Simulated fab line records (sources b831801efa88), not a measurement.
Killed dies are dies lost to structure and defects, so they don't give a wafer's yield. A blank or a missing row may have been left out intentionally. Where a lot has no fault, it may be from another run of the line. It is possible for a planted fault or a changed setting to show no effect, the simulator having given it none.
fab line records | flow sky130
[record] lots = 12 wafers = 36 last_day = 51
route steps=708 shown VT_ADJUST_NCORE@129 VT_ADJUST_HVTR@141 VT_ADJUST_PCH@152 SONOS_TUNNEL@163 PAD_OPEN@708
lots that met no fault: from a run of the same line without faults
start_h: hours from the record's opening day to when the first of the lot's shown wafers began | wait_h: how many hours have passed since the lot's step before this one | " the same as in the row above | L1.1+2: a single row standing in for several wafers | - no value, or no start was given | * or withheld: withheld | < > ~ a bound
route shown NAME@n: a module of which the file shows steps, and the number in the route of the first | usual: mean and standard deviation over wafers with no fault | same: alike in all rows | chamber/n: place in a boat | sites: the reading at each site | _std_site: standard deviation of those values | _edge_site: outer sites' mean less inner sites' | radius_mm: for every site, how far away it sits from the centre of the wafer | mask NAME#n: copy n | behind: the most recent tool/chamber to have shaped the wafer | hold: why the lot was held/for how many hours/how that ended | device: which transistor (n, p or np) failed to switch | end of line: at the end of the route, the tests of the same wafers | step lacking rows: just its recipe | killed: count of dies lost to structure and defects at first sort (not the wafer's yield) | map: a wafer's dies, x killed, . not, _ none there
set.NAME: the setting as run; set.NAME@STEP: as run at that earlier step | model.NAME: the simulator's own value behind a step, which no gauge read
the route's steps for a sample of lots (tables are steps, rows are wafers)
services: when a tool's chamber went out of use (start_h, in hours from the record's first day, below 0 if earlier), for how many hours, and the reason
[[steps]]
[step SKY_VT_ADJUST_NCORE_STRIP_10]
[recipe] chemistry = O2/N2 power_w = 1400 pressure_mtorr = 1500 platen_temp_c = withheld o2_flow_sccm = 3000 n2_flow_sccm = 300 overash_fraction = 0.5
[usual] drypump_motor_current_A = 5.5/0.35 n2_flow_sccm = 299.9/0.94 oes_product_au = 0.715/0.0047 strip_time_to_endpoint_s = 14.15/0.037
// columns lot.wafer tool chamber start_h wait_h drypump_motor_current_A n2_flow_sccm oes_product_au rf_hours_counter_h strip_time_to_endpoint_s
L592.2 plasma_asher-04 1 191.30 0.1 6.2 300.6 0.714 47 14.13
L592.4 " 0 " " 5.6 300.7 0.717 - 14.14
L592.5 " 1 " " 6.2 299.4 0.719 - 14.15
L594.1 plasma_asher-03 1 203.27 0.1 5.2 301.0 0.713 8 14.15
L594.4 " 1 " " 5.2 300.8 0.716 - 14.11
L594.6 " 0 " " 5.3 299.8 0.716 - 14.10
L595.1 plasma_asher-04 0 210.65 0.1 5.6 300.3 0.719 49 14.18
L595.2 " 1 " " 6.3 300.0 0.718 49 14.17
L595.6 " 0 " " 5.6 299.9 0.717 - 14.21
L596.1 plasma_asher-01 1 220.13 0.1 5.7 299.8 0.716 55 14.18
L596.4 " 0 " " 5.2 299.1 0.722 - 14.18
L596.6 " 1 " " 5.8 301.3 0.719 - 14.19
L600.1 plasma_asher-03 0 245.12 0.1 5.3 299.4 0.708 12 14.11
L600.2 " 1 " " 5.2 301.3 0.717 12 14.15
L600.3 " 0 " " 5.3 298.5 0.727 - 14.16
L605.1 plasma_asher-03 0 276.78 0.1 5.3 299.8 0.714 15 14.08
L605.2 " 1 " " 5.2 298.9 0.712 15 14.14
L605.5 " 1 " " 5.2 299.9 0.714 - 14.11
L606.3 plasma_asher-01 1 287.91 0.1 5.8 300.8 0.719 - 14.21
L606.5 " 0 " " 5.2 301.7 0.717 - 14.16
L606.6 " 1 " " 5.8 299.4 0.711 - 14.16
L609.1 plasma_asher-01 0 308.65 0.1 5.1 297.7 0.714 64 14.12
L609.2 " 1 " " 5.8 299.3 0.710 64 14.13
L609.5 " 1 " " 5.8 299.2 0.715 - 14.15
L610.3 plasma_asher-03 0 311.73 0.1 5.3 301.4 0.714 - 14.20
L610.4 " 1 " " 5.2 299.8 0.719 - 14.19
L610.5 " 0 " " 5.3 300.8 0.715 - 14.13
L611.1 plasma_asher-03 0 319.25 0.1 5.3 300.4 0.708 19 14.09
L611.3 " 1 " " 5.2 298.5 0.720 - 14.15
L611.6 " 0 " " 5.3 299.9 0.715 - 14.15
L614.3 plasma_asher-01 1 342.41 0.1 5.8 299.2 0.717 - 14.15
L614.5 " 1 " " 5.8 298.0 0.713 - 14.16
L614.6 " 0 " " 5.2 299.6 0.717 - 14.16
L615.2 plasma_asher-03 1 345.42 0.1 5.2 299.4 0.721 21 14.06
L615.3 " 1 " " 5.2 300.9 0.712 - 14.08
L615.6 " 1 " " 5.2 299.0 0.713 - 14.04
[step SKY_VT_ADJUST_HVTR_STRIP_10]
[recipe] chemistry = O2/N2 power_w = 1423 pressure_mtorr = 1500 platen_temp_c = withheld o2_flow_sccm = 3000 n2_flow_sccm = 300 overash_fraction = 0.5
[usual] drypump_motor_current_A = 5.8/0.36 n2_flow_sccm = 299.9/0.83 oes_product_au = 0.723/0.0048 strip_time_to_endpoint_s = 13.97/0.039
// columns lot.wafer tool chamber start_h wait_h drypump_motor_current_A n2_flow_sccm oes_product_au rf_hours_counter_h strip_time_to_endpoint_s
L592.2 plasma_asher-01 0 213.62 0.1 5.2 298.8 0.724 55 13.92
L592.4 " 0 " " 5.2 299.6 0.719 - 13.95
L592.5 " 0 " " 5.2 298.8 0.728 - 13.97
L594.1 plasma_asher-04 1 225.92 0.1 6.3 299.1 0.721 51 14.00
L594.4 " 0 " " 5.6 301.1 0.714 - 14.03
L594.6 " 1 " " 6.3 299.5 0.722 - 14.01
L595.1 plasma_asher-04 0 233.95 0.1 5.6 299.8 0.728 51 13.99
L595.2 " 1 " " 6.2 299.4 0.724 51 13.95
L595.6 " 1 " " 6.3 300.2 0.727 - 13.99
L596.1 plasma_asher-01 0 242.52 0.1 5.2 298.8 0.724 57 14.03
L596.4 " 0 " " 5.2 298.6 0.721 - 14.04
L596.6 " 0 " " 5.2 298.8 0.720 - 14.04
L600.1 plasma_asher-04 1 270.15 0.1 6.2 299.0 0.726 55 14.00
L600.2 " 0 " " 5.6 300.6 0.730 55 14.00
L600.3 " 1 " " 6.3 298.6 0.725 - 13.94
L605.1 plasma_asher-04 1 301.61 0.1 6.3 301.2 0.728 58 13.95
L605.2 " 0 " " 5.6 300.3 0.724 58 13.99
L605.5 " 0 " " 5.6 299.1 0.725 - 13.95
L606.3 plasma_asher-04 1 314.54 0.1 6.3 298.8 0.711 - 14.02
L606.5 " 1 " " 6.3 300.4 0.721 - 14.02
L606.6 " 0 " " 5.6 300.4 0.727 - 13.96
L609.1 plasma_asher-04 0 335.35 0.1 5.6 299.3 0.717 62 13.96
L609.2 " 1 " " 6.3 300.4 0.720 62 13.99
L609.5 " 1 " " 6.2 299.9 0.724 - 13.96
L610.3 plasma_asher-01 0 337.91 0.1 5.2 298.8 0.728 - 13.97
L610.4 " 1 " " 5.8 300.1 0.719 - 13.96
L610.5 " 1 " " 5.7 299.6 0.716 - 14.03
L611.1 plasma_asher-02 0 345.77 0.1 5.7 299.3 0.726 54 13.94
L611.3 " 1 " " 6.1 300.2 0.721 - 13.97
L611.6 " 0 " " 5.7 299.3 0.721 - 13.93
L614.3 plasma_asher-02 1 370.54 0.1 6.1 299.4 0.717 - 13.97
L614.5 " 1 " " 6.1 300.4 0.726 - 13.97
L614.6 " 0 " " 5.6 298.8 0.720 - 13.94
L615.2 plasma_asher-04 0 373.66 0.1 5.6 300.8 0.723 66 13.90
L615.3 " 1 " " 6.3 299.5 0.717 - 13.92
L615.6 " 1 " " 6.3 299.7 0.722 - 13.92
[step SKY_VT_ADJUST_PCH_STRIP_09]
[recipe] chemistry = O2/N2 power_w = 1400 pressure_mtorr = 1500 platen_temp_c = withheld o2_flow_sccm = 3000 n2_flow_sccm = 300 overash_fraction = 0.5
[usual] drypump_motor_current_A = 5.7/0.4 n2_flow_sccm = 300.0/0.94 oes_product_au = 0.723/0.0045 strip_time_to_endpoint_s = 36.91/0.13
// columns lot.wafer tool chamber start_h wait_h drypump_motor_current_A n2_flow_sccm oes_product_au rf_hours_counter_h strip_time_to_endpoint_s
L592.2 plasma_asher-04 1 236.61 0.1 6.3 300.4 0.710 52 36.79
L592.4 " 0 " " 5.6 299.7 0.721 - 36.89
L592.5 " 1 " " 6.3 300.1 0.713 - 36.91
L594.1 plasma_asher-04 0 249.15 0.1 5.6 299.4 0.720 53 37.02
L594.4 " 1 " " 6.2 300.3 0.717 - 37.04
L594.6 " 1 " " 6.3 299.7 0.731 - 37.04
L595.1 plasma_asher-03 0 256.80 0.1 5.3 302.1 0.718 13 36.95
L595.2 " 1 " " 5.2 298.7 0.729 13 37.13
L595.6 " 1 " " 5.2 299.0 0.721 - 36.95
L596.1 plasma_asher-04 1 266.90 0.1 6.2 301.4 0.717 55 37.06
L596.4 " 0 " " 5.6 300.7 0.726 - 36.97
L596.6 " 0 " " 5.6 301.4 0.724 - 37.07
L600.1 plasma_asher-04 0 295.30 0.1 5.6 299.2 0.728 58 36.71
L600.2 " 1 " " 6.3 300.1 0.718 58 36.77
L600.3 " 1 " " 6.3 300.6 0.718 - 36.79
L605.1 plasma_asher-03 0 327.65 0.1 5.3 298.5 0.725 20 36.98
L605.2 " 1 " " 5.2 301.7 0.728 20 37.09
L605.5 " 0 " " 5.3 298.7 0.721 - 37.24
L606.3 plasma_asher-02 0 340.44 0.1 5.6 300.1 0.720 - 36.81
L606.5 " 0 " " 5.6 299.6 0.725 - 36.77
L606.6 " 1 " " 6.1 299.8 0.726 - 36.94
L609.1 plasma_asher-03 0 363.20 0.1 5.3 300.9 0.718 23 37.00
L609.2 " 1 " " 5.2 300.1 0.715 23 36.96
L609.5 " 0 " " 5.3 299.6 0.734 - 36.89
L610.3 plasma_asher-03 1 365.82 0.1 5.2 299.5 0.723 - 37.02
L610.4 " 0 " " 5.3 300.0 0.719 - 36.88
L610.5 " 1 " " 5.2 297.7 0.719 - 36.84
L611.1 plasma_asher-02 0 374.54 0.1 5.6 297.4 0.723 57 36.65
L611.3 " 0 " " 5.7 298.9 0.730 - 36.67
L611.6 " 0 " " 5.6 298.9 0.722 - 36.74
L614.3 plasma_asher-04 0 400.07 0.1 5.6 300.6 0.721 - 36.98
L614.5 " 0 " " 5.6 298.5 0.721 - 36.95
L614.6 " 1 " " 6.2 298.6 0.727 - 36.90
L615.2 plasma_asher-04 0 402.35 0.1 5.6 301.1 0.720 68 36.85
L615.3 " 1 " " 6.3 299.6 0.723 - 36.87
L615.6 " 1 " " 6.3 301.7 0.715 - 36.85
[step SKY_SONOS_TUNNEL_IMPLANT_09]
[recipe] species = B energy_kev = 20 dose_cm2 = 1e+12 tilt_deg = withheld
[usual] beam_energy_keV = 20.001/0.0063 faraday_current_uA = 5.64/0.12
[same] implant_ion_amu = 11
// columns lot.wafer tool chamber start_h wait_h beam_energy_keV faraday_current_uA
L592.2 implanter-02 0 259.75 0.0 20.002 5.58
L592.4 " 0 " " 20.003 5.63
L592.5 " 0 " " 20.001 5.64
L594.1 implanter-02 0 273.61 0.0 20.453 5.58
L594.4 " 0 " " 20.445 5.55
L594.6 " 0 " " 20.447 5.51
L595.1 implanter-04 0 280.61 0.0 20.001 5.69
L595.2 " 0 " " 20.001 5.50
L595.6 " 0 " " 19.992 5.60
L596.1 implanter-02 0 291.65 0.0 20.440 5.77
L596.4 " 0 " " 20.450 5.63
L596.6 " 0 " " 20.454 5.33
L600.1 implanter-01 0 321.30 0.0 19.998 5.70
L600.2 " 0 " " 19.999 5.53
L600.3 " 0 " " 19.987 5.78
L605.1 implanter-02 0 355.36 0.0 19.996 5.29
L605.2 " 0 " " 20.005 5.73
L605.5 " 0 " " 19.995 5.48
L606.3 implanter-02 0 369.40 0.3 19.999 5.63
L606.5 " 0 " " 19.997 5.88
L606.6 " 0 " " 20.004 5.64
L609.1 implanter-02 0 391.77 0.0 20.000 5.58
L609.2 " 0 " " 19.994 5.75
L609.5 " 0 " " 19.991 5.48
L610.3 implanter-02 0 394.87 0.1 20.003 5.81
L610.4 " 0 " " 20.007 5.60
L610.5 " 0 " " 20.003 5.45
L611.1 implanter-02 0 403.75 0.0 19.992 5.77
L611.3 " 0 " " 19.987 5.58
L611.6 " 0 " " 19.990 5.42
L614.3 implanter-01 0 430.22 0.1 19.989 5.60
L614.5 " 0 " " 20.000 5.48
L614.6 " 0 " " 19.985 5.53
L615.2 implanter-02 0 432.75 0.0 20.000 5.52
L615.3 " 0 " " 20.003 5.66
L615.6 " 0 " " 20.007 5.60
[step SKY_PAD_OPEN_PROBE_99]
[usual] killed_at_M0_to_M3 = 43/7.3 killed_at_M4_up = 3.4/2.1 killed_at_contacts = 24/5.9 killed_at_front_end = 14/4 killed_at_other = 0.3/0.54 killed_dies = 85/10 killed_open = 46/7.7 killed_short = 38/6
[same] gross_dies = 492 killed_at_back_side = 0
// columns lot.wafer tool chamber start_h wait_h killed_at_M0_to_M3 killed_at_M4_up killed_at_contacts killed_at_front_end killed_at_other killed_dies killed_open killed_short
L592.2 prober-02 - 1100.21 0.1 42 4 27 11 0 84 49 35
L592.4 prober-02 - 1100.31 0.2 48 5 12 8 0 73 31 42
L592.5 prober-02 - 1100.36 0.2 41 3 25 14 1 84 45 39
L594.1 prober-01 - 1106.29 0.1 38 9 15 11 0 73 43 30
L594.4 prober-01 - 1106.44 0.2 52 2 22 15 0 91 48 43
L594.6 prober-01 - 1106.54 0.2 29 2 20 11 1 63 33 30
L595.1 prober-01 - 1119.74 0.1 47 0 26 19 2 94 57 37
L595.2 prober-01 - 1119.79 0.1 41 2 28 14 0 85 48 37
L595.6 prober-01 - 1119.99 0.2 48 7 34 11 0 100 45 55
L596.1 prober-02 - 1127.34 0.1 46 4 29 17 0 96 47 49
L596.4 prober-02 - 1127.49 0.2 55 4 23 11 0 93 60 33
L596.6 prober-02 - 1127.59 0.2 45 3 23 14 0 85 48 37
L600.1 prober-02 - 1146.85 0.1 44 6 22 18 0 90 49 41
L600.2 prober-02 - 1146.90 0.1 41 4 27 13 1 86 46 40
L600.3 prober-02 - 1146.95 0.2 46 3 20 18 0 87 53 34
L605.1 prober-01 - 1171.59 0.1 49 5 33 9 1 97 55 42
L605.2 prober-01 - 1171.64 0.1 37 4 18 9 0 68 41 27
L605.5 prober-01 - 1171.79 0.2 42 2 21 12 2 79 46 33
L606.3 prober-02 - 1178.92 0.2 58 2 32 14 1 107 71 35
L606.5 prober-02 - 1179.02 0.2 39 6 27 15 1 88 51 36
L606.6 prober-02 - 1179.07 0.2 60 5 19 9 0 93 53 40
L609.1 prober-01 - 1196.65 0.1 49 3 28 7 1 88 50 37
L609.2 prober-01 - 1196.70 0.1 31 2 34 15 0 82 49 33
L609.5 prober-01 - 1196.85 0.2 40 3 37 14 1 95 56 39
L610.3 prober-02 - 1198.03 0.2 42 8 35 12 0 97 61 36
L610.4 prober-02 - 1198.08 0.2 54 3 20 11 0 88 51 37
L610.5 prober-02 - 1198.13 0.2 40 2 26 11 0 79 51 28
L611.1 prober-01 - 1200.59 0.1 50 4 28 15 0 97 44 53
L611.3 prober-01 - 1200.69 0.2 39 1 35 16 0 91 60 31
L611.6 prober-01 - 1200.84 0.2 46 0 26 13 1 86 54 31
L614.3 prober-02 - 1213.73 0.2 57 10 27 16 0 110 63 47
L614.5 prober-02 - 1213.83 0.2 50 5 20 12 0 87 43 44
L614.6 prober-02 - 1213.88 0.2 34 3 18 17 1 73 34 39
L615.2 prober-02 - 1214.89 0.1 49 2 23 10 0 84 45 38
L615.3 prober-02 - 1214.94 0.2 36 0 26 15 0 77 47 28
L615.6 prober-02 - 1215.09 0.2 46 1 23 11 0 81 43 36
// killed by level:class
L592.2 VIA1:geometric_particle:open=11 VIA2:geometric_particle:open=8 VIA3:geometric_particle:open=8 CONTACT:geometric_particle:open=7 LI_CONTACT:geometric_particle:open=6 CONTACT:geometric_particle:short=6 METAL1:geometric_particle:short=5 LOCAL_INTERCONNECT:geometric_particle:short=4
L592.4 VIA1:geometric_particle:open=11 METAL1:geometric_particle:short=10 VIA3:geometric_particle:open=5 VIA1:geometric_particle:short=5 LI_CONTACT:geometric_particle:short=4 LI_CONTACT:geometric_particle:open=4 METAL2:geometric_particle:short=4 VIA2:geometric_particle:short=4
L592.5 CONTACT:geometric_particle:open=10 CONTACT:geometric_particle:short=7 METAL2:geometric_particle:short=7 VIA3:geometric_particle:open=6 VIA1:geometric_particle:open=5 VIA1:geometric_particle:short=5 VIA3:geometric_particle:short=5 POLY_GATE:geometric_particle:short=4
L594.1 VIA1:geometric_particle:open=10 VIA3:geometric_particle:open=8 METAL4:geometric_particle:short=7 LI_CONTACT:geometric_particle:open=6 FIELD_ISO:geometric_particle:open=5 METAL2:geometric_particle:short=5 CONTACT:geometric_particle:open=4 POLY_GATE:geometric_particle:open=3
L594.4 VIA1:geometric_particle:open=10 METAL1:geometric_particle:short=9 VIA3:geometric_particle:open=9 CONTACT:geometric_particle:short=8 CONTACT:geometric_particle:open=6 VIA1:geometric_particle:short=5 POLY_GATE:geometric_particle:short=4 VIA2:geometric_particle:open=4
L594.6 VIA3:geometric_particle:open=7 CONTACT:geometric_particle:open=7 VIA1:geometric_particle:open=7 POLY_GATE:geometric_particle:short=6 CONTACT:geometric_particle:short=5 LOCAL_INTERCONNECT:geometric_particle:short=4 VIA1:geometric_particle:short=4 METAL2:geometric_particle:short=3
L595.1 METAL1:geometric_particle:short=11 CONTACT:geometric_particle:open=10 LI_CONTACT:geometric_particle:open=10 POLY_GATE:geometric_particle:open=8 VIA3:geometric_particle:open=8 VIA1:geometric_particle:open=8 VIA2:geometric_particle:open=7 VIA1:geometric_particle:short=4
L595.2 VIA1:geometric_particle:open=15 LI_CONTACT:geometric_particle:open=9 VIA2:geometric_particle:open=8 CONTACT:geometric_particle:open=7 CONTACT:geometric_particle:short=5 METAL2:geometric_particle:short=5 VIA1:geometric_particle:short=4 POLY_GATE:geometric_particle:short=4
L595.6 CONTACT:geometric_particle:open=13 METAL1:geometric_particle:short=9 CONTACT:geometric_particle:short=7 LI_CONTACT:geometric_particle:open=6 VIA1:geometric_particle:short=6 VIA1:geometric_particle:open=6 METAL4:geometric_particle:short=6 VIA3:geometric_particle:short=5
L596.1 VIA1:geometric_particle:open=14 VIA2:geometric_particle:open=10 LOCAL_INTERCONNECT:geometric_particle:short=7 CONTACT:geometric_particle:short=7 CONTACT:geometric_particle:open=7 LI_CONTACT:geometric_particle:open=5 METAL2:geometric_particle:short=5 VIA2:geometric_particle:short=5
L596.4 CONTACT:geometric_particle:open=13 VIA1:geometric_particle:open=11 VIA3:geometric_particle:open=10 VIA1:geometric_particle:short=6 VIA2:geometric_particle:open=6 LI_CONTACT:geometric_particle:open=5 METAL1:geometric_particle:short=5 METAL3:geometric_particle:short=5
L596.6 METAL1:geometric_particle:short=12 VIA1:geometric_particle:open=10 CONTACT:geometric_particle:open=10 LI_CONTACT:geometric_particle:open=7 VIA3:geometric_particle:open=7 METAL2:geometric_particle:short=6 FIELD_ISO:geometric_particle:short=5 FIELD_ISO:geometric_particle:open=4
L600.1 VIA1:geometric_particle:open=10 CONTACT:geometric_particle:open=9 POLY_GATE:geometric_particle:short=6 VIA3:geometric_particle:open=6 POLY_GATE:geometric_particle:open=5 METAL2:geometric_particle:short=5 LI_CONTACT:geometric_particle:open=5 VIA2:geometric_particle:short=5
L600.2 VIA1:geometric_particle:open=10 VIA2:geometric_particle:open=9 CONTACT:geometric_particle:open=7 POLY_GATE:geometric_particle:short=5 LI_CONTACT:geometric_particle:open=5 METAL2:geometric_particle:short=5 VIA3:geometric_particle:open=5 LI_CONTACT:geometric_particle:short=4
L600.3 VIA2:geometric_particle:open=10 VIA1:geometric_particle:open=8 VIA1:geometric_particle:short=6 LI_CONTACT:geometric_particle:open=6 CONTACT:geometric_particle:open=6 LI_CONTACT:geometric_particle:short=5 METAL1:geometric_particle:short=5 VIA3:geometric_particle:open=5
L605.1 CONTACT:geometric_particle:open=13 VIA1:geometric_particle:open=12 LI_CONTACT:geometric_particle:open=9 VIA2:geometric_particle:open=8 METAL2:geometric_particle:short=7 METAL1:geometric_particle:short=6 CONTACT:geometric_particle:short=5 FIELD_ISO:geometric_particle:short=4
L605.2 VIA1:geometric_particle:open=11 VIA2:geometric_particle:open=9 VIA3:geometric_particle:open=6 CONTACT:geometric_particle:open=6 LI_CONTACT:geometric_particle:open=5 CONTACT:geometric_particle:short=5 METAL1:geometric_particle:short=5 POLY_GATE:geometric_particle:open=4
L605.5 VIA1:geometric_particle:open=11 VIA2:geometric_particle:open=11 CONTACT:geometric_particle:open=9 LI_CONTACT:geometric_particle:open=6 LOCAL_INTERCONNECT:geometric_particle:short=6 VIA1:geometric_particle:short=6 POLY_GATE:geometric_particle:short=5 METAL2:geometric_particle:short=4
L606.3 VIA1:geometric_particle:open=19 CONTACT:geometric_particle:open=16 VIA3:geometric_particle:open=9 LI_CONTACT:geometric_particle:open=9 VIA2:geometric_particle:open=8 METAL1:geometric_particle:short=6 METAL2:geometric_particle:short=5 CONTACT:geometric_particle:short=4
L606.5 CONTACT:geometric_particle:open=9 LI_CONTACT:geometric_particle:open=7 VIA2:geometric_particle:open=6 VIA2:geometric_particle:short=6 POLY_GATE:geometric_particle:open=5 CONTACT:geometric_particle:short=5 VIA1:geometric_particle:open=5 FIELD_ISO:geometric_particle:open=4
L606.6 VIA1:geometric_particle:open=16 CONTACT:geometric_particle:open=8 METAL1:geometric_particle:short=7 VIA2:geometric_particle:open=7 VIA3:geometric_particle:open=7 LI_CONTACT:geometric_particle:open=6 VIA1:geometric_particle:short=6 METAL2:geometric_particle:short=5
L609.1 VIA1:geometric_particle:open=15 CONTACT:geometric_particle:open=15 VIA2:geometric_particle:open=7 VIA3:geometric_particle:open=7 METAL1:geometric_particle:short=5 POLY_GATE:geometric_particle:short=4 LI_CONTACT:geometric_particle:open=4 LOCAL_INTERCONNECT:geometric_particle:short=4
L609.2 CONTACT:geometric_particle:open=14 VIA1:geometric_particle:open=8 CONTACT:geometric_particle:short=7 LI_CONTACT:geometric_particle:open=6 VIA3:geometric_particle:open=6 POLY_GATE:geometric_particle:open=5 LOCAL_INTERCONNECT:geometric_particle:short=5 METAL2:geometric_particle:short=4
L609.5 CONTACT:geometric_particle:open=14 LI_CONTACT:geometric_particle:open=13 VIA1:geometric_particle:open=9 METAL1:geometric_particle:short=7 VIA2:geometric_particle:open=5 FIELD_ISO:geometric_particle:short=4 LOCAL_INTERCONNECT:geometric_particle:short=4 METAL2:geometric_particle:short=4
L610.3 CONTACT:geometric_particle:open=16 VIA1:geometric_particle:open=10 VIA2:geometric_particle:open=10 LI_CONTACT:geometric_particle:open=7 VIA1:geometric_particle:short=7 CONTACT:geometric_particle:short=6 METAL4:geometric_particle:short=6 VIA3:geometric_particle:open=5
L610.4 VIA1:geometric_particle:open=17 VIA3:geometric_particle:open=9 LI_CONTACT:geometric_particle:open=7 VIA2:geometric_particle:open=6 CONTACT:geometric_particle:open=6 METAL2:geometric_particle:short=6 METAL1:geometric_particle:short=5 FIELD_ISO:geometric_particle:short=4
L610.5 CONTACT:geometric_particle:open=12 VIA1:geometric_particle:open=9 LI_CONTACT:geometric_particle:open=8 METAL1:geometric_particle:short=7 VIA2:geometric_particle:open=7 METAL2:geometric_particle:open=5 FIELD_ISO:geometric_particle:short=4 FIELD_ISO:geometric_particle:open=4
L611.1 VIA3:geometric_particle:open=9 METAL2:geometric_particle:short=8 VIA2:geometric_particle:open=7 LI_CONTACT:geometric_particle:short=6 CONTACT:geometric_particle:short=6 CONTACT:geometric_particle:open=6 VIA1:geometric_particle:open=6 FIELD_ISO:geometric_particle:short=5
L611.3 LI_CONTACT:geometric_particle:open=13 VIA1:geometric_particle:open=13 CONTACT:geometric_particle:open=11 FIELD_ISO:geometric_particle:open=5 VIA1:geometric_particle:short=5 VIA2:geometric_particle:open=5 VIA3:geometric_particle:open=5 FIELD_ISO:geometric_particle:short=4
L611.6 VIA1:geometric_particle:open=15 CONTACT:geometric_particle:open=10 VIA3:geometric_particle:open=10 VIA2:geometric_particle:open=7 LI_CONTACT:geometric_particle:open=6 CONTACT:geometric_particle:short=6 LOCAL_INTERCONNECT:geometric_particle:short=3 METAL1:geometric_particle:short=3
L614.3 CONTACT:geometric_particle:open=15 VIA2:geometric_particle:open=11 VIA1:geometric_particle:open=10 METAL1:geometric_particle:short=9 METAL4:geometric_particle:short=8 VIA3:geometric_particle:open=7 POLY_GATE:geometric_particle:short=5 VIA1:geometric_particle:short=5
L614.5 METAL1:geometric_particle:short=9 VIA1:geometric_particle:open=8 LI_CONTACT:geometric_particle:open=7 METAL2:geometric_particle:short=7 VIA3:geometric_particle:open=7 CONTACT:geometric_particle:open=5 VIA2:geometric_particle:open=4 METAL3:geometric_particle:short=4
L614.6 VIA1:geometric_particle:open=9 CONTACT:geometric_particle:open=8 FIELD_ISO:geometric_particle:short=6 METAL1:geometric_particle:short=6 VIA2:geometric_particle:short=5 POLY_GATE:geometric_particle:open=4 CONTACT:geometric_particle:short=4 VIA3:geometric_particle:open=4
L615.2 VIA1:geometric_particle:open=9 VIA2:geometric_particle:open=8 METAL1:geometric_particle:short=7 LI_CONTACT:geometric_particle:open=6 CONTACT:geometric_particle:open=6 VIA3:geometric_particle:open=5 POLY_GATE:geometric_particle:open=4 LOCAL_INTERCONNECT:geometric_particle:short=4
L615.3 VIA1:geometric_particle:open=15 CONTACT:geometric_particle:open=9 LI_CONTACT:geometric_particle:short=6 VIA3:geometric_particle:open=6 LI_CONTACT:geometric_particle:open=5 VIA2:geometric_particle:open=4 POLY_GATE:geometric_particle:short=3 CONTACT:geometric_particle:short=3
L615.6 VIA1:geometric_particle:open=13 CONTACT:geometric_particle:open=9 VIA3:geometric_particle:short=6 VIA2:geometric_particle:open=6 VIA3:geometric_particle:open=5 LI_CONTACT:geometric_particle:open=4 LOCAL_INTERCONNECT:geometric_particle:short=4 CONTACT:geometric_particle:short=4
[[services]]
// columns tool chamber start_h hours kind
plasma_asher-01 - 182.72 3.4 repair
plasma_asher-02 - 184.59 14.6 pm
implanter-02 - 198.76 1.4 repair
implanter-01 - 217.47 6.1 repair
plasma_asher-01 - 239.63 2.8 pm
implanter-01 - 276.78 6.9 pm
plasma_asher-03 - 293.40 2.7 repair
implanter-04 - 297.40 5.4 pm
plasma_asher-02 - 304.74 2.6 repair
implanter-01 - 310.29 5.1 repair
plasma_asher-02 - 316.02 5.2 pm
implanter-02 - 328.89 3.5 pm
plasma_asher-01 - 331.24 0.4 repair
plasma_asher-02 - 333.80 3.8 repair
plasma_asher-03 - 340.07 2.8 repair
implanter-01 - 353.62 16.2 pm
plasma_asher-01 - 354.31 7.2 repair
implanter-04 - 355.78 48.2 repair
implanter-01 - 379.13 2.7 repair
implanter-01 - 391.16 2.3 repair
plasma_asher-01 - 421.25 9.0 pm
plasma_asher-01 0 421.25 9.0 vent_cycle
plasma_asher-01 1 421.25 9.0 vent_cycle
implanter-01 - 421.96 3.9 pm
[[key]]
[first_sign] step = SKY_SONOS_TUNNEL_IMPLANT_09 reading = beam_energy_keV direction = up sigmas = 71 usual = * struck = *
effect none on later readings
met_at SKY_SONOS_TUNNEL_IMPLANT_09
struck_lots L594,L596
tester_left_out L594,L596
not_acting_at SKY_VT_ADJUST_NCORE_STRIP_10,SKY_VT_ADJUST_HVTR_STRIP_10,SKY_VT_ADJUST_PCH_STRIP_09
onset_between 259.75 273.61
[fault] kind = process_parameter_drift tool = implanter-02 chamber = - onset_h = 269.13 steps = SKY_SONOS_TUNNEL_IMPLANT_09 channel = energy_kev offset = * shape = step end_h = 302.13 acts_in = * stated = *
// tester_left_out: of these lots the tester's yield and bins aren't shown, on N5 and GAA mostly nor the transistor test; their killed dies are dies lost to structure and defects alone, not to doping, threshold or leakage, so they don't give the yield
